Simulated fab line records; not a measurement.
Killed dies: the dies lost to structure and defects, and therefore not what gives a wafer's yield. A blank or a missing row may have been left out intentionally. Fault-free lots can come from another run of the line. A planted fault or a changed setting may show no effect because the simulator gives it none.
Which tool is to blame? / flow sky130 / 9 lots, 27 wafers sampled, at 4 steps of a route of 708

WHAT EACH GAUGE READ, for each wafer
SKY_METAL2_RS_MEAS_05: measurement is done with a four-point probe.
lot=L777; measured=day 35 22:00; on=filmMetro-03; METAL2_ALCU_RS (ohm/sq)=0.1261 0.1251 0.1257
lot=L779; measured=day 35 22:43; on=filmMetro-02; METAL2_ALCU_RS (ohm/sq)=0.1290 0.1283 0.1286
lot=L784; measured=day 36 23:25; on=filmMetro-02; METAL2_ALCU_RS (ohm/sq)=0.1249 0.1277 0.1287
lot=L785; measured=day 38 02:52; on=filmMetro-04; METAL2_ALCU_RS (ohm/sq)=0.1260 0.1271 0.1283
lot=L787; measured=day 38 07:13; on=filmMetro-03; METAL2_ALCU_RS (ohm/sq)=0.1748 0.1771 0.1758 0.1747 0.1771 0.1760
lot=L789; measured=day 39 05:12; on=filmMetro-02; METAL2_ALCU_RS (ohm/sq)=0.1745 0.1742 0.1717 0.1751 0.1745 0.1715
lot=L793; measured=day 39 06:14; on=filmMetro-04; METAL2_ALCU_RS (ohm/sq)=0.1251 0.1267 0.1258
lot=L797; measured=day 40 14:49; on=filmMetro-02; METAL2_ALCU_RS (ohm/sq)=0.1278 0.1263 0.1263
lot=L795; measured=day 40 15:13; on=filmMetro-02; METAL2_ALCU_RS (ohm/sq)=0.1275 0.1288 0.1293

EACH LOT AND THE TOOL THAT RAN IT (in order: tool; ch and the chambers of the sampled wafers; start)
lot=L777; SKY_VIA1_ETCH_14=rieDiel-03 ch 0,2,3, day 35 20:31; SKY_METAL2_SPUTTER_02=pvdSputter-04, day 35 21:53; SKY_METAL2_SPUTTER_03=pvdSputter-04, day 35 21:55
lot=L779; SKY_VIA1_ETCH_14=rieDiel-04 ch 2,3, day 35 21:14; SKY_METAL2_SPUTTER_02=pvdSputter-04, day 35 22:36; SKY_METAL2_SPUTTER_03=pvdSputter-04, day 35 22:37
lot=L784; SKY_VIA1_ETCH_14=rieDiel-03 ch 2,3, day 36 21:58; SKY_METAL2_SPUTTER_02=pvdSputter-02, day 36 23:20; SKY_METAL2_SPUTTER_03=pvdSputter-02, day 36 23:21
lot=L785; SKY_VIA1_ETCH_14=rieDiel-03 ch 0,2, day 38 01:20; SKY_METAL2_SPUTTER_02=pvdSputter-04, day 38 02:47; SKY_METAL2_SPUTTER_03=pvdSputter-04, day 38 02:48
lot=L787; SKY_VIA1_ETCH_14=rieDiel-03 ch 0,3, day 38 05:38; SKY_METAL2_SPUTTER_02=pvdSputter-04, day 38 07:08; SKY_METAL2_SPUTTER_03=pvdSputter-04, day 38 07:10
lot=L789; SKY_VIA1_ETCH_14=rieDiel-04 ch 0,2, day 39 02:55; SKY_METAL2_SPUTTER_02=pvdSputter-04, day 39 05:07; SKY_METAL2_SPUTTER_03=pvdSputter-04, day 39 05:08
lot=L793; SKY_VIA1_ETCH_14=rieDiel-04 ch 1,2,3, day 39 04:47; SKY_METAL2_SPUTTER_02=pvdSputter-01, day 39 06:09; SKY_METAL2_SPUTTER_03=pvdSputter-01, day 39 06:10
lot=L797; SKY_VIA1_ETCH_14=rieDiel-03 ch 1,2, day 40 11:38; SKY_METAL2_SPUTTER_02=pvdSputter-01, day 40 14:40; SKY_METAL2_SPUTTER_03=pvdSputter-01, day 40 14:42
lot=L795; SKY_VIA1_ETCH_14=rieDiel-03 ch 1,2, day 40 12:25; SKY_METAL2_SPUTTER_02=pvdSputter-01, day 40 15:06; SKY_METAL2_SPUTTER_03=pvdSputter-01, day 40 15:08
- SKY_VIA1_ETCH_14: etches BARC in N2/H2, stops on SiO2, time 45.9 s, target depth 60 nm.
- SKY_METAL2_SPUTTER_02: material AlCu, target thk 250 nm, time 13.3 s.
- SKY_METAL2_SPUTTER_03: material Ti, target thk 5 nm, time 3.3 s.

THE ANSWER, worked out from the rows above alone
Rule: what is usual is taken from the lots themselves. The widest of any qualifying gaps counts: lots, ordered by their means at a reading, are off when they make up no more than a third of the lots, leave a main group of 4 or more, and stand apart from it by 3 or more times the standard deviation of that group's means. Not used: any main group whose means are identical at the precision the tables above print for the reading. Also off: a lot with no number at a reading for which 4 or more lots have one. All remaining lots with rows at the step are treated as sound.
Off: at SKY_METAL2_RS_MEAS_05 (METAL2_ALCU_RS), L787, L789. The main group: mean 0.1271 ohm/sq, standard deviation 0.0011.
A tool fits if, at a process step before that reading, it ran every lot that is off, and no sound lot after the first of them. The gauges at SKY_METAL2_RS_MEAS_05 are tried like those tools. One fits: pvdSputter-04 at SKY_METAL2_SPUTTER_02 and SKY_METAL2_SPUTTER_03. At SKY_METAL2_SPUTTER_02 its last sound lot is L785 (day 38 02:47), its first lot that is off L787 (day 38 07:08): a fault that began between those two fits.

WHAT THE SIMULATOR HAD INSERTED
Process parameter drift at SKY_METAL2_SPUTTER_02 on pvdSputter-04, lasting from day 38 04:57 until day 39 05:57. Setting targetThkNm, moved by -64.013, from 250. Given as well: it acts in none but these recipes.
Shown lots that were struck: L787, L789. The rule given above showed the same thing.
